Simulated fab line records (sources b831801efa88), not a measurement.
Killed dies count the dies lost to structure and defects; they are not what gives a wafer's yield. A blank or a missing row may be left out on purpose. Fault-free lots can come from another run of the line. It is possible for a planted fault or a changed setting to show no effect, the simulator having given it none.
Which of the tools did it? | flow sky130 | 42 wafers from 14 lots sampled at 5 of the route's 708 steps

== WHAT THE GAUGES READ, wafer by wafer ==
SKY_POLY_GATE_OVL_MEAS_14. Usual: POLY_GATE_OVL -1 nm, standard deviation 5.2.
lot  | measured     | on         | POLY_GATE_OVL (nm) | flag
L624 | day 16 21:38 | overlay-01 | -1 -1 6            |
L626 | day 18 08:23 | overlay-01 | -4 -7 -2           |
L627 | day 18 08:44 | overlay-02 | -6 -14 -12         |
L629 | day 18 09:31 | overlay-01 | -2 2 -2            |
L631 | day 19 07:23 | overlay-01 | -2 5 2             |
L632 | day 19 15:38 | overlay-01 | -9 -5 -6           |
L634 | day 20 06:31 | overlay-01 | -2 4 4             |
L633 | day 20 07:10 | overlay-01 | 0 -2 3             |
L635 | day 20 20:49 | overlay-02 | 4 8 5              |
L638 | day 22 10:10 | overlay-02 | -6 -1 -5           |
L636 | day 22 11:22 | overlay-02 | 3 -3 5             |
L639 | day 22 14:22 | overlay-01 | 1 -2 -8            |
L645 | day 24 05:11 | overlay-01 | -6 -3 -3           |
L646 | day 24 11:49 | overlay-01 | -9 -4 -3           |

SKY_LDD_P_OVL_MEAS_08. Usual: LDD_P_OVL 0.3 nm, standard deviation 1.6.
lot  | measured     | on         | LDD_P_OVL (nm) | flag
L624 | day 19 10:50 | overlay-02 | -1.1 1.4 -0.4  |
L626 | day 21 01:47 | overlay-02 | 0.1 -1.0 -0.3  |
L627 | day 21 03:10 | overlay-01 | 1.6 1.0 0.7    |
L629 | day 21 03:49 | overlay-01 | -1.7 -2.1 -0.7 |
L631 | day 22 00:17 | overlay-02 | 0.5 -0.2 0.3   |
L632 | day 22 07:31 | overlay-02 | -1.6 -0.5 -0.6 |
L634 | day 22 22:50 | overlay-02 | 1.6 2.1 2.3    |
L633 | day 22 23:32 | overlay-02 | 2.4 2.1 2.0    |
L635 | day 23 12:40 | overlay-01 | -2.3 -0.1 -1.8 |
L638 | day 25 01:05 | overlay-01 | -0.6 -0.9 1.7  |
L636 | day 25 02:25 | overlay-02 | 0.7 2.2 0.8    |
L639 | day 25 05:01 | overlay-01 | 3.5 2.1 2.0    |
L645 | day 26 18:32 | overlay-02 | 0.8 1.5 1.4    |
L646 | day 27 00:32 | overlay-01 | 0.3 0.2 1.2    |

SKY_LDD_HVN_OVL_MEAS_07. Usual: LDD_HVN_OVL 0.2 nm, standard deviation 1.3.
lot  | measured     | on         | LDD_HVN_OVL (nm) | flag
L624 | day 20 16:28 | overlay-02 | -0.6 0.5 -0.1    |
L626 | day 22 08:10 | overlay-01 | 0.6 -0.9 -0.4    |
L627 | day 22 08:54 | overlay-02 | -3.3 -1.4 -2.4   |
L629 | day 22 10:06 | overlay-01 | 1.4 -0.8 0.1     |
L631 | day 23 07:03 | overlay-02 | 2.1 2.1 2.2      |
L632 | day 23 14:19 | overlay-01 | -0.8 -1.4 -0.5   |
L634 | day 24 05:07 | overlay-02 | -1.6 -1.5 -0.7   |
L633 | day 24 06:03 | overlay-01 | 1.5 1.2 1.5      |
L635 | day 24 18:25 | overlay-01 | -1.5 -1.2 -0.4   |
L638 | day 26 06:28 | overlay-01 | 0.0 -0.2 -0.3    |
L636 | day 26 07:39 | overlay-02 | 1.2 -0.6 -0.5    |
L639 | day 26 09:46 | overlay-01 | 0.0 2.0 -0.2     |
L645 | day 27 23:02 | overlay-01 | -2.0 0.2 -0.9    |
L646 | day 28 05:25 | overlay-01 | -0.3 0.6 0.9     |

SKY_LDD_HVN_TW_MEAS_10. Usual: LDD_HVN_TW 1444, standard deviation 11.
lot  | measured     | on            | LDD_HVN_TW     | flag
L624 | day 20 16:45 | film_metro-01 | 1436 1442 1439 |
L626 | day 22 08:29 | film_metro-03 | 1422 1429 1425 |
L627 | day 22 09:11 | film_metro-02 | 1462 1463 1461 |
L629 | day 22 10:23 | film_metro-01 | 1432 1429 1438 |
L631 | day 23 07:20 | film_metro-01 | 1442 1434 1431 |
L632 | day 23 14:37 | film_metro-01 | 1439 1446 1442 |
L634 | day 24 05:25 | film_metro-02 | 1467 1454 1464 |
L633 | day 24 06:20 | film_metro-02 | 1469 1461 1462 |
L635 | day 24 18:42 | film_metro-01 | 1434 1432 1436 |
L638 | day 26 06:46 | film_metro-03 | 1454 1445 1447 |
L636 | day 26 07:56 | film_metro-01 | 245 239 242    | OFF
L639 | day 26 10:03 | film_metro-02 | 242 243 243    | OFF
L645 | day 27 23:21 | film_metro-02 | 1459 1460 1454 |
L646 | day 28 05:42 | film_metro-03 | 1442 1443 1445 |

== EACH LOT AND THE TOOL THAT RAN IT (in order: tool; ch and the chambers of the sampled wafers; start) ==
lot  | SKY_LDD_HVN_DEVELOP_06
L624 | litho_track-03 ch 0, day 20 16:19
L626 | litho_track-02 ch 0, day 22 08:02
L627 | litho_track-03 ch 0, day 22 08:45
L629 | litho_track-03 ch 0, day 22 09:57
L631 | litho_track-03 ch 0, day 23 06:54
L632 | litho_track-02 ch 0, day 23 14:11
L634 | litho_track-03 ch 0, day 24 05:01
L633 | litho_track-03 ch 0, day 24 05:54
L635 | litho_track-02 ch 0, day 24 18:16
L638 | litho_track-02 ch 0, day 26 06:20
L636 | litho_track-03 ch 0, day 26 07:30
L639 | litho_track-03 ch 0, day 26 09:37
L645 | litho_track-02 ch 0, day 27 22:56
L646 | litho_track-02 ch 0, day 28 05:16
- SKY_LDD_HVN_DEVELOP_06: develop time 60 s.

== AS READ BY THE TOOLS THEMSELVES (means over the sampled wafers that have a number; for cases with no such wafer, the mark the record gives instead) ==
The record holds no such reading with a usual standard deviation.

== THE ANSWER, worked out from the rows above alone ==
Rule: a lot is off if the mean of its wafers that have a number lies more than 3 standard deviations from the usual mean. A lot without any number at a reading at which 4 lots or more have one is off too. The other lots that the step has rows for count as sound. After the gauges, taken in route order, come the tools' own readings; for these a lot's mean is taken, as printed above. The first step at which some lot is off is used, and at that step the reading that is off furthest; a lot without a number counts as furthest.
Off: L636, L639, at SKY_LDD_HVN_TW_MEAS_10 (LDD_HVN_TW).
If a tool, at a process step before that reading, ran all the lots that are off and no sound lot after the first of them, it fits. The gauges at SKY_LDD_HVN_TW_MEAS_10 are tried like those tools. One fits: litho_track-03 at SKY_LDD_HVN_DEVELOP_06. A fault onset in the window from L633 (day 24 05:54, its last sound lot) to L636 (day 26 07:30, its first lot off) fits.

== WHAT THE SIMULATOR HAD INSERTED ==
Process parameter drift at SKY_LDD_HVN_DEVELOP_06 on litho_track-03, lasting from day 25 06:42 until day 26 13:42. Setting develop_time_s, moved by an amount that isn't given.
Shown lots that were struck: L636, L639. This agrees with what the rule above found.
